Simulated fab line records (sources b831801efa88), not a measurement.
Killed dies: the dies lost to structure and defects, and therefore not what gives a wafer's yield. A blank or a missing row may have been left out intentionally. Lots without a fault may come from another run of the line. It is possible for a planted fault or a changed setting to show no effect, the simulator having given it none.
The tool behind it: which one? || flow gf180mcu || 12 lots with 36 wafers sampled at 5 steps, on a route of 602 steps

## WHAT EACH GAUGE READ, for each wafer
GF_HV_LDD_CD_MEAS_19 targets a cd of 400 nm.
{"lot": "L648", "measured": "day 11 07:28", "on": "cd_sem-02", "cd_nm (nm)": "396.2 398.1 397.7"}
{"lot": "L651", "measured": "day 12 03:47", "on": "cd_sem-02", "cd_nm (nm)": "398.5 401.0 398.2"}
{"lot": "L652", "measured": "day 12 06:07", "on": "cd_sem-02", "cd_nm (nm)": "399.2 399.3 399.5"}
{"lot": "L653", "measured": "day 12 15:43", "on": "cd_sem-01", "cd_nm (nm)": "399.8 400.2 399.6"}
{"lot": "L654", "measured": "day 12 22:22", "on": "cd_sem-02", "cd_nm (nm)": "399.1 399.8 397.0"}
{"lot": "L658", "measured": "day 14 08:02", "on": "cd_sem-02", "cd_nm (nm)": "397.4 396.7 397.8"}
{"lot": "L659", "measured": "day 14 16:52", "on": "cd_sem-02", "cd_nm (nm)": "402.2 400.9 401.2"}
{"lot": "L662", "measured": "day 15 11:09", "on": "cd_sem-02", "cd_nm (nm)": "401.8 403.1 402.6"}
{"lot": "L666", "measured": "day 16 23:32", "on": "cd_sem-02", "cd_nm (nm)": "398.3 400.4 396.2"}
{"lot": "L667", "measured": "day 17 03:28", "on": "cd_sem-01", "cd_nm (nm)": "402.9 402.4 405.3"}
{"lot": "L668", "measured": "day 17 11:19", "on": "cd_sem-01", "cd_nm (nm)": "399.9 398.8 399.0"}
{"lot": "L669", "measured": "day 17 19:17", "on": "cd_sem-02", "cd_nm (nm)": "395.2 396.9 397.3"}

GF_PSD_RS_MEAS_14: a four-point-probe measurement.
{"lot": "L648", "measured": "day 14 19:59", "on": "film_metro-04", "NSD_RS (ohm/sq)": "46.15 46.14 46.06"}
{"lot": "L651", "measured": "day 15 19:08", "on": "film_metro-03", "NSD_RS (ohm/sq)": "46.15 46.05 46.04"}
{"lot": "L652", "measured": "day 15 21:07", "on": "film_metro-04", "NSD_RS (ohm/sq)": "46.08 46.05 45.99"}
{"lot": "L653", "measured": "day 16 08:43", "on": "film_metro-03", "NSD_RS (ohm/sq)": "46.19 46.25 46.09"}
{"lot": "L654", "measured": "day 16 15:11", "on": "film_metro-03", "NSD_RS (ohm/sq)": "46.15 46.23 46.11"}
{"lot": "L658", "measured": "day 18 06:13", "on": "film_metro-04", "NSD_RS (ohm/sq)": "47.41 47.42 47.44"}
{"lot": "L659", "measured": "day 18 15:35", "on": "film_metro-03", "NSD_RS (ohm/sq)": "47.49 47.52 47.48"}
{"lot": "L662", "measured": "day 19 13:26", "on": "film_metro-03", "NSD_RS (ohm/sq)": "46.10 45.98 45.95"}
{"lot": "L666", "measured": "day 21 05:16", "on": "film_metro-02", "NSD_RS (ohm/sq)": "46.11 46.08 46.02"}
{"lot": "L667", "measured": "day 21 07:32", "on": "film_metro-03", "NSD_RS (ohm/sq)": "46.12 46.16 46.25"}
{"lot": "L668", "measured": "day 21 16:47", "on": "film_metro-02", "NSD_RS (ohm/sq)": "46.01 46.17 46.18"}
{"lot": "L669", "measured": "day 22 00:59", "on": "film_metro-03", "NSD_RS (ohm/sq)": "46.21 46.25 46.18"}

GF_PSD_RS_MEAS_15: a four-point-probe measurement.
{"lot": "L648", "measured": "day 14 20:07", "on": "film_metro-04", "PSD_RS (ohm/sq)": "108.82 108.69 108.53"}
{"lot": "L651", "measured": "day 15 19:16", "on": "film_metro-03", "PSD_RS (ohm/sq)": "108.70 108.38 108.42"}
{"lot": "L652", "measured": "day 15 21:14", "on": "film_metro-04", "PSD_RS (ohm/sq)": "108.29 108.70 108.30"}
{"lot": "L653", "measured": "day 16 08:50", "on": "film_metro-03", "PSD_RS (ohm/sq)": "108.57 108.79 108.54"}
{"lot": "L654", "measured": "day 16 15:19", "on": "film_metro-03", "PSD_RS (ohm/sq)": "108.41 108.47 108.38"}
{"lot": "L658", "measured": "day 18 06:20", "on": "film_metro-04", "PSD_RS (ohm/sq)": "112.18 112.31 112.36"}
{"lot": "L659", "measured": "day 18 15:43", "on": "film_metro-03", "PSD_RS (ohm/sq)": "111.95 112.36 112.01"}
{"lot": "L662", "measured": "day 19 13:34", "on": "film_metro-03", "PSD_RS (ohm/sq)": "108.93 109.00 108.83"}
{"lot": "L666", "measured": "day 21 05:23", "on": "film_metro-02", "PSD_RS (ohm/sq)": "108.27 108.36 108.18"}
{"lot": "L667", "measured": "day 21 07:40", "on": "film_metro-03", "PSD_RS (ohm/sq)": "108.52 108.74 108.62"}
{"lot": "L668", "measured": "day 21 16:55", "on": "film_metro-02", "PSD_RS (ohm/sq)": "108.18 108.73 108.30"}
{"lot": "L669", "measured": "day 22 01:06", "on": "film_metro-03", "PSD_RS (ohm/sq)": "108.74 108.40 108.80"}

GF_M1_RS_MEAS_05: a four-point-probe measurement.
{"lot": "L648", "measured": "day 16 18:37", "on": "film_metro-04", "M1_ALCU_RS (ohm/sq)": "0.0704 0.0707 0.0706"}
{"lot": "L651", "measured": "day 17 19:29", "on": "film_metro-04", "M1_ALCU_RS (ohm/sq)": "0.0688 0.0681 0.0681"}
{"lot": "L652", "measured": "day 17 21:23", "on": "film_metro-02", "M1_ALCU_RS (ohm/sq)": "0.0690 0.0690 0.0686"}
{"lot": "L653", "measured": "day 18 10:20", "on": "film_metro-02", "M1_ALCU_RS (ohm/sq)": "0.0692 0.0691 0.0692"}
{"lot": "L654", "measured": "day 18 17:10", "on": "film_metro-04", "M1_ALCU_RS (ohm/sq)": "0.0689 0.0692 0.0686"}
{"lot": "L658", "measured": "day 20 10:51", "on": "film_metro-03", "M1_ALCU_RS (ohm/sq)": "0.0694 0.0697 0.0696"}
{"lot": "L659", "measured": "day 20 20:05", "on": "film_metro-04", "M1_ALCU_RS (ohm/sq)": "0.0692 0.0697 0.0697"}
{"lot": "L662", "measured": "day 21 16:53", "on": "film_metro-03", "M1_ALCU_RS (ohm/sq)": "0.0697 0.0692 0.0693"}
{"lot": "L666", "measured": "day 23 07:27", "on": "film_metro-04", "M1_ALCU_RS (ohm/sq)": "0.0697 0.0695 0.0701"}
{"lot": "L667", "measured": "day 23 09:59", "on": "film_metro-03", "M1_ALCU_RS (ohm/sq)": "0.0690 0.0693 0.0693"}
{"lot": "L668", "measured": "day 23 18:32", "on": "film_metro-03", "M1_ALCU_RS (ohm/sq)": "0.0698 0.0700 0.0695"}
{"lot": "L669", "measured": "day 24 01:52", "on": "film_metro-03", "M1_ALCU_RS (ohm/sq)": "0.0692 0.0687 0.0685"}

## WHICH TOOL RAN EACH LOT (tool, then ch and the chambers of the sampled wafers, then the start)
{"lot": "L648", "GF_PSD_RTA_13": "rtp_anneal-01 ch 0, day 14 19:55"}
{"lot": "L651", "GF_PSD_RTA_13": "rtp_anneal-01 ch 0, day 15 19:04"}
{"lot": "L652", "GF_PSD_RTA_13": "rtp_anneal-02 ch 0, day 15 21:01"}
{"lot": "L653", "GF_PSD_RTA_13": "rtp_anneal-01 ch 0, day 16 08:38"}
{"lot": "L654", "GF_PSD_RTA_13": "rtp_anneal-02 ch 0, day 16 15:06"}
{"lot": "L658", "GF_PSD_RTA_13": "rtp_anneal-01 ch 0, day 18 06:02"}
{"lot": "L659", "GF_PSD_RTA_13": "rtp_anneal-01 ch 0, day 18 15:26"}
{"lot": "L662", "GF_PSD_RTA_13": "rtp_anneal-02 ch 0, day 19 13:21"}
{"lot": "L666", "GF_PSD_RTA_13": "rtp_anneal-01 ch 0, day 21 05:10"}
{"lot": "L667", "GF_PSD_RTA_13": "rtp_anneal-02 ch 0, day 21 07:28"}
{"lot": "L668", "GF_PSD_RTA_13": "rtp_anneal-02 ch 0, day 21 16:43"}
{"lot": "L669", "GF_PSD_RTA_13": "rtp_anneal-02 ch 0, day 22 00:53"}
- GF_PSD_RTA_13: time 20 s.

## WHAT THE TOOLS THEMSELVES READ (means of the sampled wafers that have a number; where no wafer has one, the mark that the record gives instead)
GF_PSD_RTA_13.
{"lot": "L648", "tool": "rtp_anneal-01", "lamp_power_pct (%)": 26, "run_length_s (s)": 48.5, "wafer_temp_C_max": 1030.1}
{"lot": "L651", "tool": "rtp_anneal-01", "lamp_power_pct (%)": 26, "run_length_s (s)": 48.5, "wafer_temp_C_max": 1030.9}
{"lot": "L652", "tool": "rtp_anneal-02", "lamp_power_pct (%)": 33, "run_length_s (s)": 48.8, "wafer_temp_C_max": 1031.1}
{"lot": "L653", "tool": "rtp_anneal-01", "lamp_power_pct (%)": 26, "run_length_s (s)": 48.3, "wafer_temp_C_max": 1029.6}
{"lot": "L654", "tool": "rtp_anneal-02", "lamp_power_pct (%)": 33, "run_length_s (s)": 48.9, "wafer_temp_C_max": 1031.6}
{"lot": "L658", "tool": "rtp_anneal-01", "lamp_power_pct (%)": 26, "run_length_s (s)": 45.4, "wafer_temp_C_max": 1028.8}
{"lot": "L659", "tool": "rtp_anneal-01", "lamp_power_pct (%)": 26, "run_length_s (s)": 45.4, "wafer_temp_C_max": 1029.1}
{"lot": "L662", "tool": "rtp_anneal-02", "lamp_power_pct (%)": 33, "run_length_s (s)": 48.7, "wafer_temp_C_max": 1030.3}
{"lot": "L666", "tool": "rtp_anneal-01", "lamp_power_pct (%)": 26, "run_length_s (s)": 48.6, "wafer_temp_C_max": 1029.1}
{"lot": "L667", "tool": "rtp_anneal-02", "lamp_power_pct (%)": 34, "run_length_s (s)": 48.7, "wafer_temp_C_max": 1030.9}
{"lot": "L668", "tool": "rtp_anneal-02", "lamp_power_pct (%)": 34, "run_length_s (s)": 48.9, "wafer_temp_C_max": 1031.3}
{"lot": "L669", "tool": "rtp_anneal-02", "lamp_power_pct (%)": 33, "run_length_s (s)": 48.9, "wafer_temp_C_max": 1031.8}

## THE ANSWER, worked out from the rows above alone
Rule: what is usual is taken from the lots themselves. Put in order of their means at a reading, lots are off if they are a third of the lots or fewer, leave a main group of 4 or more, and stand apart from it by a gap of 3 or more times the standard deviation of the main group's means; of several such gaps the widest counts. A main group is skipped when, at the precision printed for the reading in the tables above, its means are all equal. Also off: a lot with no number at a reading for which 4 or more lots have one. Where the step has rows for the other lots, those lots are counted as sound. The gauges are gone through in route order, then the tools' own readings, and for those a lot's mean is taken as printed above. The first step at which some lot is off is used, and at that step the reading that is off furthest; a lot without a number counts as furthest.
Off: L658, L659, at GF_PSD_RS_MEAS_14 (NSD_RS). Main group: mean 46.12 ohm/sq, sd 0.063.
If a tool, at a process step before that reading, ran all the lots that are off and no sound lot after the first of them, it fits. Not tried: the gauges at GF_PSD_RS_MEAS_14; whatever is off there is also off at GF_PSD_RTA_13, on other tools, and gauge error can't account for it. Of those tried, none fits.

## WHAT THE SIMULATOR HAD INSERTED
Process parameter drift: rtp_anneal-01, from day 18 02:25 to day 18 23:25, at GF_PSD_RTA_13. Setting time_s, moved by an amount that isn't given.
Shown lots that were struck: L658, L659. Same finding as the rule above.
